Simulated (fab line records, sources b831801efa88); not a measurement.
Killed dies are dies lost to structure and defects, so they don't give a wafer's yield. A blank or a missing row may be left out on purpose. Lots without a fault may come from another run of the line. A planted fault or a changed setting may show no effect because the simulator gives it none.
Which tool did it? | flow gf180mcu | 12 lots, 35 wafers sampled, at 5 steps of a route of 602

WHAT THE GAUGES READ, wafer by wafer
GF_SALICIDE_THK_MEAS_05: measures by xrf.
lot  | measured     | on            | SALICIDE_TIN_THK (nm)
L437 | day 15 10:54 | film_metro-04 | 20.2 20.6 20.4
L438 | day 15 13:52 | film_metro-02 | 20.4 20.0 20.3
L440 | day 16 07:39 | film_metro-03 | 20.1 20.1 20.1
L441 | day 16 23:05 | film_metro-03 | 20.3 19.9 20.2
L442 | day 17 08:43 | film_metro-02 | 19.8 19.8 20.0
L443 | day 17 17:08 | film_metro-04 | 20.2 19.7
L444 | day 18 06:53 | film_metro-02 | 19.5 19.8 19.6
L445 | day 18 12:36 | film_metro-02 | 19.6 20.0 19.5
L448 | day 19 16:59 | film_metro-03 | 20.1 20.1 20.1
L449 | day 19 21:21 | film_metro-04 | 19.7 19.7 19.7
L452 | day 20 22:39 | film_metro-03 | 20.2 19.4 19.7
L459 | day 23 13:13 | film_metro-04 | 19.8 19.6 19.9

GF_V4_THK_MEAS_03.
lot  | measured     | on            | V4_CVD_02_THK (nm)
L437 | day 23 16:56 | film_metro-04 | 829 840 858
L438 | day 23 20:44 | film_metro-04 | 844 844 864
L440 | day 24 14:20 | film_metro-04 | 847 838 861
L441 | day 25 04:49 | film_metro-03 | 835 844 843
L442 | day 25 15:59 | film_metro-04 | 848 849 859
L443 | day 25 20:47 | film_metro-01 | 838 842
L444 | day 26 09:23 | film_metro-01 | 834 851 859
L445 | day 26 15:44 | film_metro-04 | 820 848 839
L448 | day 27 15:53 | film_metro-04 | 790 806 842
L449 | day 27 19:08 | film_metro-04 | 845 848 855
L452 | day 28 16:50 | film_metro-04 | 830 835 846
L459 | day 30 18:32 | film_metro-04 | 831 837 850

WHICH TOOL RAN EACH LOT (tool, then ch and the chambers of the sampled wafers, then the start)
lot  | GF_DNWELL_STRIP_08                  | GF_SAB_ETCH_11                     | GF_V4_CVD_02
L437 | plasma_asher-02 ch 0,1, day 3 00:19 | rie_diel-01 ch 0,1,2, day 15 10:22 | pecvd-03 ch 0,1,2, day 23 16:52
L438 | plasma_asher-01 ch 0,1, day 3 03:49 | rie_diel-03 ch 0,1,2, day 15 13:19 | pecvd-03 ch 0,2, day 23 20:39
L440 | plasma_asher-03 ch 0,1, day 3 15:40 | rie_diel-01 ch 0,2,3, day 16 07:07 | pecvd-02 ch 0,1, day 24 14:16
L441 | plasma_asher-02 ch 0,1, day 3 22:32 | rie_diel-01 ch 0,1,3, day 16 22:31 | pecvd-02 ch 0,1,2, day 25 04:43
L442 | plasma_asher-01 ch 0,1, day 4 02:07 | rie_diel-01 ch 0,1,2, day 17 08:13 | pecvd-02 ch 0,1,2, day 25 15:55
L443 | plasma_asher-01 ch 0,1, day 4 07:04 | rie_diel-01 ch 0,2, day 17 16:37   | pecvd-04 ch 0,1, day 25 20:43
L444 | plasma_asher-02 ch 0,1, day 4 15:15 | rie_diel-01 ch 0,1,3, day 18 06:20 | pecvd-02 ch 0,1,2, day 26 09:18
L445 | plasma_asher-01 ch 0,1, day 4 19:28 | rie_diel-01 ch 0,1, day 18 12:05   | pecvd-04 ch 0,1,2, day 26 15:40
L448 | plasma_asher-01 ch 0,1, day 5 10:49 | rie_diel-04 ch 1,2,3, day 19 16:26 | pecvd-04 ch 0,1, day 27 15:48
L449 | plasma_asher-03 ch 1, day 5 15:16   | rie_diel-03 ch 0,2,3, day 19 20:50 | pecvd-03 ch 0,1,2, day 27 19:04
L452 | plasma_asher-01 ch 0,1, day 6 08:34 | rie_diel-04 ch 0,1,3, day 20 22:07 | pecvd-03 ch 0,2, day 28 16:46
L459 | plasma_asher-02 ch 0,1, day 8 00:07 | rie_diel-04 ch 0,3, day 23 12:43   | pecvd-04 ch 1,2, day 30 18:26
- GF_DNWELL_STRIP_08: strips in O2/N2.
- GF_SAB_ETCH_11: etches SiO2 in C4F8/O2/Ar, target depth 55 nm, time 8.5 s.
- GF_V4_CVD_02: deposits SiO2 from TEOS, target thk 850 nm, time 94.851 s.

WHAT THE TOOLS THEMSELVES READ (means of the sampled wafers that have a number; where no wafer has one, the mark that the record gives instead)
GF_DNWELL_STRIP_08.
lot  | tool            | drypump_motor_current_A (A) | heater_power_w (W) | oes_product_au (a.u.) | strip_time_to_endpoint_s (s)
L437 | plasma_asher-02 | 5.67                        | 395                | 0.724                 | 37.12
L438 | plasma_asher-01 | 5.62                        | 336                | 0.722                 | 36.97
L440 | plasma_asher-03 | 5.12                        | 341                | 0.722                 | 36.97
L441 | plasma_asher-02 | 5.68                        | 396                | 0.719                 | 36.79
L442 | plasma_asher-01 | 5.60                        | 337                | 0.722                 | 37.03
L443 | plasma_asher-01 | 5.66                        | 348                | 0.722                 | 36.95
L444 | plasma_asher-02 | 5.65                        | 401                | 0.722                 | 36.86
L445 | plasma_asher-01 | 5.72                        | 371                | 0.725                 | 36.95
L448 | plasma_asher-01 | 5.61                        | 339                | 0.721                 | 36.99
L449 | plasma_asher-03 | 5.24                        | 328                | 0.722                 | 36.97
L452 | plasma_asher-01 | 5.72                        | 368                | 0.730                 | 36.85
L459 | plasma_asher-02 | 5.65                        | 390                | 0.721                 | 37.04

GF_SAB_ETCH_11.
lot  | tool        | oes_product_au (a.u.)
L437 | rie_diel-01 | 0.995
L438 | rie_diel-03 | 0.999
L440 | rie_diel-01 | 1.001
L441 | rie_diel-01 | 0.986
L442 | rie_diel-01 | 1.002
L443 | rie_diel-01 | 0.992
L444 | rie_diel-01 | 0.993
L445 | rie_diel-01 | 0.998
L448 | rie_diel-04 | 0.995
L449 | rie_diel-03 | 0.999
L452 | rie_diel-04 | 0.993
L459 | rie_diel-04 | 0.987

GF_V4_CVD_02.
lot  | tool     | heater_power_w (W) | rf_fwd_power_W (W)
L437 | pecvd-03 | 640                | 595.8
L438 | pecvd-03 | 612                | 595.2
L440 | pecvd-02 | 744                | 597.0
L441 | pecvd-02 | 694                | 596.6
L442 | pecvd-02 | 684                | 596.7
L443 | pecvd-04 | 646                | 598.8
L444 | pecvd-02 | 717                | 597.6
L445 | pecvd-04 | 711                | 597.4
L448 | pecvd-04 | 668                | 533.4
L449 | pecvd-03 | 596                | 593.7
L452 | pecvd-03 | 625                | 593.4
L459 | pecvd-04 | 602                | 594.1

THE ANSWER, worked out from the rows above alone
Rule: what is usual is taken from the lots themselves. Put in order of their means at a reading, lots are off if they are a third of the lots or fewer, leave a main group of 4 or more, and stand apart from it by a gap of 3 or more times the standard deviation of the main group's means; of several such gaps the widest counts. A main group whose means are all the same, to the digits that the tables above print for the reading, isn't used. A lot without any number at a reading at which 4 lots or more have one is off too. The other lots that the step has rows for count as sound. The gauges are gone through in route order, then the tools' own readings, and for those a lot's mean is taken as printed above. The first step at which some lot is off is used, and at that step the reading that is off furthest; a lot without a number counts as furthest.
Off: L448, at GF_V4_THK_MEAS_03 (V4_CVD_02_THK). The main group: mean 844 nm, standard deviation 5.6.
A tool fits if, at a process step before that reading, it ran every lot that is off, and no sound lot after the first of them. The gauges at GF_V4_THK_MEAS_03 aren't tried: what is off there is off at GF_V4_CVD_02 too, on other tools, and a gauge's error can't cause that. None of those tried fits.

WHAT THE SIMULATOR HAD PUT IN
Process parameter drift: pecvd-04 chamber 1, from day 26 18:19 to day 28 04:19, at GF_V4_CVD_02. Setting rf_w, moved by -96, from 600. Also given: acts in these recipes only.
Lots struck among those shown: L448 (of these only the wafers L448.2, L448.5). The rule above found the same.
